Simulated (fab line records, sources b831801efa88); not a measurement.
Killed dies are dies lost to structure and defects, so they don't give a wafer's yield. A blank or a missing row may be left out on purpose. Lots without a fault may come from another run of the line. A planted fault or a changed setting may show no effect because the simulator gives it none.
Problem report in the 8D (eight disciplines) form, filled by code | flow gf180mcu | the parts of the form that need people (team, actions taken, sign-off) are left out

1. THE PROBLEM
V5_CVD_02_THK at GF_V5_THK_MEAS_03 reads a mean of 2344 nm on 2 wafers of 1 lot; wafers without a fault read 1449 nm with a standard deviation of 17. That is +53 standard deviations from the usual mean.
First seen on wafer L259.4, day 32 10:41, on film_metro-03. The record holds 15 wafers of 5 lots with a number at this step. Rule for "out", or "out of limits": more than 4 standard deviations from the usual mean. The other wafers with a number count as sound.

2. WHAT IT IS AND WHAT IT IS NOT
question                    | is                | is not
which readings at this step | V5_CVD_02_THK     | -
which lots                  | L259              | L241, L245, L249, L261
which wafers of those lots  | L259.4, L259.5    | L259.6
read on which gauges        | film_metro-03     | film_metro-04
when                        | from day 32 10:41 | up to then (10 sound wafers); but 3 sound wafers of L261 came after

3. SUSPECTS, AND WHAT RULES EACH OUT
Counting: a tool at a process step up to the reading stays a suspect if it ran every lot that is out. Sound lots after the first of them don't rule it out here, since some wafers of a struck lot are sound.
- the gauge at GF_V5_THK_MEAS_03: kept. All the wafers that are out were read on film_metro-03, and no step on other tools shows them out.
- rie_diel-03 at GF_M5_ETCH_09 (etches Si3N4 in CF4/O2, target depth 52 nm, time 11.6 s): kept. It ran the lot that is out, L259 (day 32 09:47).
- rie_metal-02 at GF_M5_METAL_ETCH_10 (etches the open film in Cl2/BCl3, stops on SiO2, target depth 627.5 nm, time 104.6 s): kept. It ran the lot that is out, L259 (day 32 09:50); its last sound lot up to then is L249 (day 29 10:21).
- plasma_asher-04 at GF_M5_STRIP_11 (strips in O2/N2): kept. It ran the lot that is out, L259 (day 32 09:57); its last sound lot up to then is L249 (day 29 10:28).
- pecvd-02 at GF_V5_CVD_02 (deposits SiO2 from TEOS, target thk 1450 nm, time 163.28 s): kept. It ran the lot that is out, L259 (day 32 10:36); its last sound lot up to then is L245 (day 28 04:25).
- Within rie_metal-02 at GF_M5_METAL_ETCH_10: the wafers that are out ran in chamber 1; their sound lot-mates ran in chamber 0.
- Within pecvd-02 at GF_V5_CVD_02: the wafers that are out ran in chambers 0, 2; their sound lot-mates ran in chamber 1.
Left after counting: rie_diel-03 at GF_M5_ETCH_09, rie_metal-02 at GF_M5_METAL_ETCH_10, plasma_asher-04 at GF_M5_STRIP_11, pecvd-02 at GF_V5_CVD_02, film_metro-03 at GF_V5_THK_MEAS_03.

4. THE CAUSE (what the simulator had put in)
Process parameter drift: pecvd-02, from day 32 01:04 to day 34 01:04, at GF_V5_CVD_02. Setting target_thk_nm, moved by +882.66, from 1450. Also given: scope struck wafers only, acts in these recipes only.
Counting left 5 suspects, and this tool is among them.

5. THE CHAIN OF EFFECTS, in route order
Each row: a reading whose mean over the struck wafers that have a number lies more than 3 standard deviations from the usual. Only readings for which the record gives a usual standard deviation are gone through. hours: the time from each lot's start at the first step in this table that gives one to its start at this step, as a median over the lots. sigmas: the change in usual standard deviations.
hours | step                    | reading         | usual   | on struck wafers | change | sigmas
0     | GF_V5_THK_MEAS_03       | V5_CVD_02_THK   | 1449 nm | 2344             | +895   | +53
53    | GF_PASSIVATION_PROBE_99 | killed_at_other | 0.1     | 1.0              | +0.9   | +3.1
The process steps in it:
- GF_PASSIVATION_PROBE_99

6. WHAT WOULD HAVE CAUGHT IT SOONER
In this record the first reading out of limits at a measuring or inspecting step was taken at day 32 10:41, 10 hours after the fault began at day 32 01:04.
Of the tool readings at GF_V5_CVD_02 for which the record gives a usual standard deviation, none was out on any struck wafer, so an alarm limit of 4 standard deviations on them would not have fired.
All the lots that are out (1) had begun GF_V5_CVD_02 on pecvd-02 by day 32 10:41. A hold on the tool at that time would have spared none of them.
